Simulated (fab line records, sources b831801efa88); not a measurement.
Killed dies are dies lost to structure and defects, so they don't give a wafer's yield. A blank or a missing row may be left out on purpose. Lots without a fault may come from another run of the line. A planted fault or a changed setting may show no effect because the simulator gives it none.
Problem report in the 8D (eight disciplines) form, filled by code | flow gf180mcu | the parts of the form that need people (team, actions taken, sign-off) are left out

1. THE PROBLEM
V3_CVD_00_THK at GF_V3_THK_MEAS_01 reads a mean of 297 nm on 3 wafers of 2 lots; wafers without a fault read 601 nm with a standard deviation of 5.7. That is -53 standard deviations from the usual mean.
First seen on wafer L628.2, day 28 10:25, on film_metro-04. The record holds 36 wafers of 12 lots with a number at this step. Rule for "out", or "out of limits": more than 4 standard deviations from the usual mean. The other wafers with a number count as sound.

2. WHAT IT IS AND WHAT IT IS NOT
question                    | is                     | is not
which readings at this step | V3_CVD_00_THK          | -
which lots                  | L628, L630             | L607, L608, L609, L613, L614, L616, L617, L618, L619, L620
which wafers of those lots  | L628.2, L628.4, L630.5 | L628.3, L630.2, L630.6
read on which gauges        | film_metro-04          | film_metro-01, film_metro-03
when                        | from day 28 10:25      | up to then (31 sound wafers); but 2 sound wafers of L630 came after

3. SUSPECTS, AND WHAT RULES EACH OUT
Counting: a tool at a process step up to the reading stays a suspect if it ran every lot that is out. Sound lots after the first of them don't rule it out here, since some wafers of a struck lot are sound.
- the gauge at GF_V3_THK_MEAS_01: ruled out. All the wafers that are out were read on film_metro-04, but those of them that GF_V3_CVD_00 has rows for are out there too, on other tools.
- hdpcvd-01 at GF_V3_CVD_00 (deposits SiO2, target thk 600 nm, time 100 s): kept. It ran every lot that is out, first L628 (day 28 10:20); its last sound lot up to then is L620 (day 26 08:42). Its own readings are out on those wafers: sih4_flow_sccm.
- Within hdpcvd-01 at GF_V3_CVD_00: the wafers that are out ran in chamber 0; their sound lot-mates ran in chambers 1, 2.
Left after counting: hdpcvd-01 at GF_V3_CVD_00.

4. THE CAUSE (what the simulator had put in)
Process parameter drift: hdpcvd-01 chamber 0, from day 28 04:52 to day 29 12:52, at GF_V3_CVD_00. Setting sih4_flow_sccm, moved by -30, from 60. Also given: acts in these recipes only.
Counting left only this tool.

5. THE CHAIN OF EFFECTS, in route order
Each row: a reading whose mean over the struck wafers that have a number lies more than 3 standard deviations from the usual. Only readings for which the record gives a usual standard deviation are gone through. hours: the time from each lot's start at the first step in this table that gives one to its start at this step, as a median over the lots. sigmas: the change in usual standard deviations.
hours | step              | reading        | usual      | on struck wafers | change | sigmas
0     | GF_V3_CVD_00      | sih4_flow_sccm | 59.99 sccm | 29.93            | -30.06 | -99 or more
0     | GF_V3_THK_MEAS_01 | V3_CVD_00_THK  | 601 nm     | 297              | -304   | -53
The process steps in it:
- GF_V3_CVD_00: deposits SiO2, target thk 600 nm, time 100 s.

6. WHAT WOULD HAVE CAUGHT IT SOONER
In this record the first reading out of limits at a measuring or inspecting step was taken at day 28 10:25, 6 hours after the fault began at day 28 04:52.
The tool's own readings at GF_V3_CVD_00 were out on every struck wafer that the step has a row for (sih4_flow_sccm): an alarm limit on them would have fired on the first of those.
Of the lots that are out (2), L630 began GF_V3_CVD_00 on hdpcvd-01 after day 28 10:25. A hold on the tool at that time would have spared it.
